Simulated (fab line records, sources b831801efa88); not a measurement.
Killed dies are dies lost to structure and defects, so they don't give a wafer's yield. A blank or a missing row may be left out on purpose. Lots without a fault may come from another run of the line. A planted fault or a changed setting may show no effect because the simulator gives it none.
Chamber matching | flow gf180mcu | GF_CONTACT_CMP_27 on cmp-01: 4 sister chambers
The step polishes, stops on SiO2, t overpolish 15 s, target thk 0 nm. 4 wafers are shown with their chamber, then 7 later ones without.

WAFERS WITH THEIR CHAMBER
wafer  | chamber | motor_current_A (A)
L529.4 | 0       | 11.5
L531.3 | 3       | 10.8
L532.3 | 1       | 11.1
L532.4 | 2       | 12.0

WAFERS WITHOUT THEIR CHAMBER
wafer  | motor_current_A (A)
L534.1 | 10.8
L540.2 | 10.6
L540.4 | 10.8
L540.5 | 11.7
L542.1 | 11.7
L542.2 | 10.4
L542.4 | 11.8

WHICH CHAMBER EACH WENT THROUGH
wafer  | from the rows above          | in truth
L534.1 | can't be placed: 3 or 1      | 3
L540.2 | can't be placed: 3 or 1      | 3
L540.4 | can't be placed: 3 or 1      | 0
L540.5 | can't be placed: 0 or 2 or 1 | 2
L542.1 | can't be placed: 0 or 2 or 1 | 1
L542.2 | can't be placed: 3 or 1      | 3
L542.4 | can't be placed: 2 or 0      | 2
Placed correctly: 0 of 7. Can't be placed from these rows: 7 (the true chamber is among the candidates in 6). Placed wrongly: 0.
How it was worked out, from the rows above alone: a wafer's distance from a chamber is the root of the sum, over the readings, of the square of ((its reading less the chamber's mean) divided by the reading's scatter). The wafer belongs to the nearest chamber; if the next one is less than 2 further off, it can't be placed. A chamber's mean is the mean of its shown wafers. The scatter: with one shown wafer a chamber, the root of the mean of the squares of how far each hidden wafer lies from its nearest shown one.
